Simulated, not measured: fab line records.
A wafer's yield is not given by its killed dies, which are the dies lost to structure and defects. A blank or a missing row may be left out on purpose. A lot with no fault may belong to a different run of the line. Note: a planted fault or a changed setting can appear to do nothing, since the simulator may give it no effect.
Which tool is to blame? | flow gf180mcu | 12 lots with 36 wafers sampled at 6 steps, on a route of 602 steps

== WHAT THE GAUGES READ, wafer by wafer ==
GF_HV_LDD_TW_MEAS_38. Usual: for HV_LDD_3_TW the level is 1448 and the standard deviation is 7.8.
lot  | measured     | on            | HV_LDD_3_TW    | flag
L791 | day 11 10:28 | film-metro-04 | 1436 1442 1441 |
L792 | day 11 16:45 | film-metro-04 | 1445 1448 1439 |
L793 | day 12 04:43 | film-metro-02 | 1445 1444 1449 |
L794 | day 12 12:28 | film-metro-04 | 1449 1451 1454 |
L795 | day 12 18:49 | film-metro-04 | 1446 1453 1443 |
L802 | day 15 04:11 | film-metro-02 | 1361 1371 1372 | OFF
L804 | day 15 19:28 | film-metro-03 | 1392 1391 1393 | OFF
L807 | day 17 01:33 | film-metro-03 | 1454 1453 1458 |
L810 | day 17 23:48 | film-metro-03 | 1453 1454 1454 |
L812 | day 18 19:28 | film-metro-04 | 1451 1449 1444 |
L813 | day 18 22:04 | film-metro-03 | 1450 1449 1451 |
L814 | day 19 01:39 | film-metro-03 | 1449 1449 1455 |

GF_HV_LDD_RS_MEAS_53: a four-point-probe measurement. Usual: for HV_LDD_RS the level is 418.6 ohm/sq and the standard deviation is 1.
lot  | measured     | on            | HV_LDD_RS (ohm/sq) | flag
L791 | day 12 06:36 | film-metro-02 | 419.1 417.7 418.4  |
L792 | day 12 12:26 | film-metro-02 | 419.1 420.5 419.4  |
L793 | day 13 00:56 | film-metro-02 | 418.5 419.5 419.0  |
L794 | day 13 08:56 | film-metro-02 | 418.2 416.7 417.4  |
L795 | day 13 14:34 | film-metro-03 | 417.5 417.2 417.8  |
L802 | day 16 02:44 | film-metro-02 | 431.6 431.5 431.7  | OFF
L804 | day 16 18:11 | film-metro-02 | 430.0 430.5 431.6  | OFF
L807 | day 18 01:23 | film-metro-03 | 417.5 418.3 418.6  |
L810 | day 18 23:45 | film-metro-04 | 418.4 417.9 417.8  |
L812 | day 19 20:08 | film-metro-03 | 418.6 417.7 417.9  |
L813 | day 19 22:55 | film-metro-02 | 418.3 418.5 418.6  |
L814 | day 20 02:11 | film-metro-03 | 416.3 417.5 417.0  |

GF_CONTACT_CD_MEAS_14 targets a cd of 220 nm. Usual: 220.1 nm for cd-nm, sd 1.2.
lot  | measured     | on        | cd-nm (nm)        | flag
L791 | day 16 00:30 | cd-sem-02 | 221.4 221.2 221.9 |
L792 | day 16 04:43 | cd-sem-01 | 220.1 220.4 219.5 |
L793 | day 16 19:42 | cd-sem-02 | 219.1 219.1 220.6 |
L794 | day 17 05:25 | cd-sem-02 | 219.2 217.0 218.8 |
L795 | day 17 11:20 | cd-sem-02 | 222.1 221.2 220.9 |
L802 | day 20 06:22 | cd-sem-01 | 221.4 221.3 220.4 |
L804 | day 20 22:09 | cd-sem-01 | 219.5 219.6 220.2 |
L807 | day 22 07:35 | cd-sem-01 | 221.2 223.3 222.0 |
L810 | day 23 03:54 | cd-sem-02 | 217.8 218.8 220.8 |
L812 | day 23 22:00 | cd-sem-02 | 220.8 221.4 220.2 |
L813 | day 24 00:22 | cd-sem-02 | 218.8 219.2 220.1 |
L814 | day 24 05:07 | cd-sem-02 | 219.9 220.7 219.5 |

== WHICH TOOL RAN EACH LOT (tool, then ch and the chambers of the sampled wafers, then the start) ==
lot  | GF_STI_ETCH_13                    | GF_HV_LDD_IMPLANT_36            | GF_HV_LDD_RTA_52
L791 | rie-diel-03 ch 1,2,3, day 2 01:32 | implanter-01 ch 0, day 11 10:13 | rtp-anneal-01 ch 0, day 12 06:32
L792 | rie-diel-03 ch 0,1,2, day 2 06:17 | implanter-02 ch 0, day 11 16:33 | rtp-anneal-01 ch 0, day 12 12:21
L793 | rie-diel-02 ch 0,1,2, day 2 11:38 | implanter-01 ch 0, day 12 04:28 | rtp-anneal-02 ch 0, day 13 00:52
L794 | rie-diel-02 ch 1,2,3, day 2 18:12 | implanter-04 ch 0, day 12 12:13 | rtp-anneal-02 ch 0, day 13 08:52
L795 | rie-diel-01 ch 0,3, day 2 21:28   | implanter-01 ch 0, day 12 18:35 | rtp-anneal-02 ch 0, day 13 14:29
L802 | rie-diel-03 ch 1,2,3, day 4 10:34 | implanter-04 ch 0, day 15 03:59 | rtp-anneal-01 ch 0, day 16 02:39
L804 | rie-diel-02 ch 1,2,3, day 4 22:38 | implanter-04 ch 0, day 15 19:13 | rtp-anneal-02 ch 0, day 16 18:07
L807 | rie-diel-01 ch 0,2,3, day 5 14:33 | implanter-01 ch 0, day 17 01:18 | rtp-anneal-01 ch 0, day 18 01:19
L810 | rie-diel-01 ch 0,3, day 6 02:19   | implanter-01 ch 0, day 17 23:33 | rtp-anneal-01 ch 0, day 18 23:41
L812 | rie-diel-01 ch 0,1, day 6 16:16   | implanter-01 ch 0, day 18 19:13 | rtp-anneal-01 ch 0, day 19 20:04
L813 | rie-diel-03 ch 0,2, day 6 19:34   | implanter-01 ch 0, day 18 21:50 | rtp-anneal-01 ch 0, day 19 22:50
L814 | rie-diel-01 ch 1,2,3, day 7 00:23 | implanter-01 ch 0, day 19 01:24 | rtp-anneal-01 ch 0, day 20 02:07
- GF_STI_ETCH_13: etches the open film in CHF3/O2, stops on Si, target depth 282.31 nm, time 112.9 s.
- GF_HV_LDD_IMPLANT_36
- GF_HV_LDD_RTA_52: time 10 s.

== AS READ BY THE TOOLS THEMSELVES (means over the sampled wafers that have a number; for cases with no such wafer, the mark the record gives instead) ==
GF_STI_ETCH_13. Usual: chamber-pressure-mTorr 39.99 mTorr, standard deviation 0.039; drypump-motor-current-A 5.6 A, standard deviation 0.37; oes-product-au 0.829 a.u., standard deviation 0.0058; throttle-valve-pct 8.809 %, standard deviation 0.0095.
lot  | tool        | chamber-pressure-mTorr (mTorr) | drypump-motor-current-A (A) | oes-product-au (a.u.) | throttle-valve-pct (%) | flag
L791 | rie-diel-03 | 39.98                          | 5.6                         | 0.827                 | 8.803                  |
L792 | rie-diel-03 | 39.99                          | 5.8                         | 0.829                 | 8.810                  |
L793 | rie-diel-02 | 39.99                          | 5.6                         | 0.825                 | 8.802                  |
L794 | rie-diel-02 | 40.02                          | 5.7                         | 0.828                 | 8.810                  |
L795 | rie-diel-01 | 40.01                          | 5.7                         | 0.836                 | 8.811                  |
L802 | rie-diel-03 | 40.00                          | 5.6                         | 0.832                 | 8.807                  |
L804 | rie-diel-02 | 39.99                          | 5.7                         | 0.826                 | 8.809                  |
L807 | rie-diel-01 | 40.02                          | 5.5                         | 0.828                 | 8.809                  |
L810 | rie-diel-01 | 39.99                          | 5.3                         | 0.836                 | 8.814                  |
L812 | rie-diel-01 | 40.01                          | 5.4                         | 0.835                 | 8.813                  |
L813 | rie-diel-03 | 40.01                          | 5.8                         | 0.825                 | 8.810                  |
L814 | rie-diel-01 | 39.99                          | 5.9                         | 0.823                 | 8.812                  |

GF_HV_LDD_IMPLANT_36. Usual: dose-ions-cm2 7.501e+12, standard deviation 9e+09; faraday-current-uA 42.3, standard deviation 0.85.
lot  | tool         | dose-ions-cm2 | faraday-current-uA | flag
L791 | implanter-01 | 7.494e+12     | 42.3               |
L792 | implanter-02 | 7.501e+12     | 41.8               |
L793 | implanter-01 | 7.503e+12     | 42.3               |
L794 | implanter-04 | 7.495e+12     | 42.7               |
L795 | implanter-01 | 7.497e+12     | 42.1               |
L802 | implanter-04 | 3.238e+12     | 18.4               | OFF
L804 | implanter-04 | 3.255e+12     | 18.5               | OFF
L807 | implanter-01 | 7.501e+12     | 41.9               |
L810 | implanter-01 | 7.491e+12     | 42.3               |
L812 | implanter-01 | 7.487e+12     | 41.6               |
L813 | implanter-01 | 7.510e+12     | 41.6               |
L814 | implanter-01 | 7.508e+12     | 43.0               |

GF_HV_LDD_RTA_52. Usual: lamp-power-pct 32.3 %, standard deviation 2.9; wafer_temp_C_max 1006.4, standard deviation 1.3.
lot  | tool          | lamp-power-pct (%) | wafer_temp_C_max | flag
L791 | rtp-anneal-01 | 34.8               | 1005.9           |
L792 | rtp-anneal-01 | 34.8               | 1006.0           |
L793 | rtp-anneal-02 | 28.8               | 1006.5           |
L794 | rtp-anneal-02 | 28.9               | 1007.8           |
L795 | rtp-anneal-02 | 28.8               | 1006.2           |
L802 | rtp-anneal-01 | 34.9               | 1006.1           |
L804 | rtp-anneal-02 | 28.9               | 1007.1           |
L807 | rtp-anneal-01 | 34.9               | 1004.7           |
L810 | rtp-anneal-01 | 34.8               | 1006.7           |
L812 | rtp-anneal-01 | 34.8               | 1006.0           |
L813 | rtp-anneal-01 | 34.9               | 1006.2           |
L814 | rtp-anneal-01 | 34.8               | 1006.7           |

== THE ANSWER, worked out from the rows above alone ==
Rule: a lot is off if the mean of its wafers that have a number lies more than 3 standard deviations from the usual mean. A lot without any number at a reading at which 4 lots or more have one is off too. The other lots that the step has rows for count as sound. After the gauges, taken in route order, come the tools' own readings; for these a lot's mean is taken, as printed above. The first step at which some lot is off is used, and at that step the reading that is off furthest; a lot without a number counts as furthest.
Off: at GF_HV_LDD_TW_MEAS_38 (HV_LDD_3_TW), L802, L804.
A tool fits if, at a process step before that reading, it ran every lot that is off, and no sound lot after the first of them. The gauges at GF_HV_LDD_TW_MEAS_38 aren't tried: what is off there is off at GF_HV_LDD_IMPLANT_36 too, on other tools, and a gauge's error can't cause that. One candidate fits, namely implanter-04 at GF_HV_LDD_IMPLANT_36. A fault onset in the window from L794 (day 12 12:13, its last sound lot) to L802 (day 15 03:59, its first lot off) fits.
The tool's own readings at GF_HV_LDD_IMPLANT_36 bear it out: on the lots that are off they differ by more than 5 times the standard deviation of the sound lots' means. dose-ions-cm2 reads 3.246e+12 there against 7.499e+12 on the sound lots; faraday-current-uA reads 18.4 there against 42.2 on the sound lots.

== WHAT HAD BEEN PUT IN BY THE SIMULATOR ==
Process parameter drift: implanter-04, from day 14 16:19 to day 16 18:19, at GF_HV_LDD_IMPLANT_36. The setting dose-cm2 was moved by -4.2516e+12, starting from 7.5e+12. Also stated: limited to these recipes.
Lots struck among those shown: L802, L804. The rule given above showed the same thing.
